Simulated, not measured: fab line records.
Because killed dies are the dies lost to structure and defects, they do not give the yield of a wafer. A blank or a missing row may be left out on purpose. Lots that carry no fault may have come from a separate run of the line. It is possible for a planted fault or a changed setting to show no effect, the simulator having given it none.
Split-lot study || flow sky130 || 5 lots, 23 wafers read, on a route of 708 steps

THE SPLIT ITSELF
At SKY_VT_ADJUST_HVTP_IMPLANT_09, the setting doseCm2 was moved away from the recipe's 4.3e+12 on 7 of the 23 wafers read, by -6.8% to +6.4%. All remaining wafers had this setting at the recipe value.

BETWEEN THE SPLIT AND THE READING: the file shows 1 step in between
- SKY_VT_ADJUST_HVTP_STRIP_10: strips in O2/N2

THE READING
VT_ADJUST_HVTP_TW, at SKY_VT_ADJUST_HVTP_TW_MEAS_11. A value of 1362 with a standard deviation of 11 is what fault-free wafers of this fab line usually give.

{"wafer": "L075.1", "tool, chamber at the split": "implanter-03, 0", "doseCm2 as run": 4.3e+12, "against the recipe": "recipe", "VT_ADJUST_HVTP_TW": 1353, "against lot-mates on the recipe": "-"}
{"wafer": "L075.2", "tool, chamber at the split": "implanter-03, 0", "doseCm2 as run": 4.3e+12, "against the recipe": "recipe", "VT_ADJUST_HVTP_TW": 1356, "against lot-mates on the recipe": "-"}
{"wafer": "L075.3", "tool, chamber at the split": "implanter-03, 0", "doseCm2 as run": 4.3e+12, "against the recipe": "recipe", "VT_ADJUST_HVTP_TW": 1353, "against lot-mates on the recipe": "-"}
{"wafer": "L075.5", "tool, chamber at the split": "implanter-03, 0", "doseCm2 as run": 4.3e+12, "against the recipe": "recipe", "VT_ADJUST_HVTP_TW": 1352, "against lot-mates on the recipe": "-"}
{"wafer": "L075.6", "tool, chamber at the split": "implanter-03, 0", "doseCm2 as run": 4.3e+12, "against the recipe": "recipe", "VT_ADJUST_HVTP_TW": 1347, "against lot-mates on the recipe": "-"}
{"wafer": "L076.2", "tool, chamber at the split": "implanter-03, 0", "doseCm2 as run": 4.3e+12, "against the recipe": "recipe", "VT_ADJUST_HVTP_TW": 1357, "against lot-mates on the recipe": "-"}
{"wafer": "L076.3", "tool, chamber at the split": "implanter-03, 0", "doseCm2 as run": 4.3e+12, "against the recipe": "recipe", "VT_ADJUST_HVTP_TW": 1360, "against lot-mates on the recipe": "-"}
{"wafer": "L076.4", "tool, chamber at the split": "implanter-03, 0", "doseCm2 as run": 4.467e+12, "against the recipe": "+3.9%", "VT_ADJUST_HVTP_TW": 1366, "against lot-mates on the recipe": "+8"}
{"wafer": "L076.5", "tool, chamber at the split": "implanter-03, 0", "doseCm2 as run": 4.3e+12, "against the recipe": "recipe", "VT_ADJUST_HVTP_TW": 1358, "against lot-mates on the recipe": "-"}
{"wafer": "L076.6", "tool, chamber at the split": "implanter-03, 0", "doseCm2 as run": 4.467e+12, "against the recipe": "+3.9%", "VT_ADJUST_HVTP_TW": 1373, "against lot-mates on the recipe": "+15"}
{"wafer": "L079.3", "tool, chamber at the split": "implanter-03, 0", "doseCm2 as run": 4.3e+12, "against the recipe": "recipe", "VT_ADJUST_HVTP_TW": 1379, "against lot-mates on the recipe": "-"}
{"wafer": "L079.5", "tool, chamber at the split": "implanter-03, 0", "doseCm2 as run": 4.3e+12, "against the recipe": "recipe", "VT_ADJUST_HVTP_TW": 1373, "against lot-mates on the recipe": "-"}
{"wafer": "L079.6", "tool, chamber at the split": "implanter-03, 0", "doseCm2 as run": 4.3e+12, "against the recipe": "recipe", "VT_ADJUST_HVTP_TW": 1375, "against lot-mates on the recipe": "-"}
{"wafer": "L082.1", "tool, chamber at the split": "implanter-03, 0", "doseCm2 as run": 4.3e+12, "against the recipe": "recipe", "VT_ADJUST_HVTP_TW": 1358, "against lot-mates on the recipe": "-"}
{"wafer": "L082.2", "tool, chamber at the split": "implanter-03, 0", "doseCm2 as run": 4.575e+12, "against the recipe": "+6.4%", "VT_ADJUST_HVTP_TW": 1392, "against lot-mates on the recipe": "+30"}
{"wafer": "L082.3", "tool, chamber at the split": "implanter-03, 0", "doseCm2 as run": 4.3e+12, "against the recipe": "recipe", "VT_ADJUST_HVTP_TW": 1365, "against lot-mates on the recipe": "-"}
{"wafer": "L082.4", "tool, chamber at the split": "implanter-03, 0", "doseCm2 as run": 4.575e+12, "against the recipe": "+6.4%", "VT_ADJUST_HVTP_TW": 1397, "against lot-mates on the recipe": "+36"}
{"wafer": "L082.5", "tool, chamber at the split": "implanter-03, 0", "doseCm2 as run": 4.575e+12, "against the recipe": "+6.4%", "VT_ADJUST_HVTP_TW": 1394, "against lot-mates on the recipe": "+32"}
{"wafer": "L084.1", "tool, chamber at the split": "implanter-02, 0", "doseCm2 as run": 4.007e+12, "against the recipe": "-6.8%", "VT_ADJUST_HVTP_TW": 1315, "against lot-mates on the recipe": -36}
{"wafer": "L084.2", "tool, chamber at the split": "implanter-02, 0", "doseCm2 as run": 4.3e+12, "against the recipe": "recipe", "VT_ADJUST_HVTP_TW": 1348, "against lot-mates on the recipe": "-"}
{"wafer": "L084.4", "tool, chamber at the split": "implanter-02, 0", "doseCm2 as run": 4.3e+12, "against the recipe": "recipe", "VT_ADJUST_HVTP_TW": 1350, "against lot-mates on the recipe": "-"}
{"wafer": "L084.5", "tool, chamber at the split": "implanter-02, 0", "doseCm2 as run": 4.007e+12, "against the recipe": "-6.8%", "VT_ADJUST_HVTP_TW": 1315, "against lot-mates on the recipe": -36}
{"wafer": "L084.6", "tool, chamber at the split": "implanter-02, 0", "doseCm2 as run": 4.3e+12, "against the recipe": "recipe", "VT_ADJUST_HVTP_TW": 1356, "against lot-mates on the recipe": "-"}

THE FIT
A straight line over all 23 wafers: VT_ADJUST_HVTP_TW changes by +5.63 for each +1% of doseCm2; r = +0.90; the points scatter about the line by 8.9.
The same after taking each lot's own level away (the mean of its wafers on the recipe; 23 wafers): +4.97 for each +1%; r = +0.98; scatter 3.8.
On that fit, the largest move of doseCm2 shifts the reading by 34.
The span of the lots' own levels, 1351.3 to 1375.7, comes to 2.2 times the standard deviation stated above.
So the slope is not independent of the lot-to-lot level: the two fits are not the same.
Check: with one of the wafers moved furthest among these (-6.8%) left out of the fit, the line predicts -34.1 for it against its lot-mates. It came out at -36.3 against them.

THE OTHER SPLITS THESE WAFERS WENT THROUGH
These wafers also went through other splits before the reading. Each is held against what the fit with the lots' levels taken away leaves over:
{"other split on the same wafers": "SKY_VT_ADJUST_HVTP_SOFTBAKE_03 tempC", "wafers away from the commonest value": 10, "r with VT_ADJUST_HVTP_TW (lot level and that fit taken away)": "+0.17"}

FILE'S OWN FIT
VT_ADJUST_HVTP_TW changes by +4.88 for each +1% of doseCm2, r = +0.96.
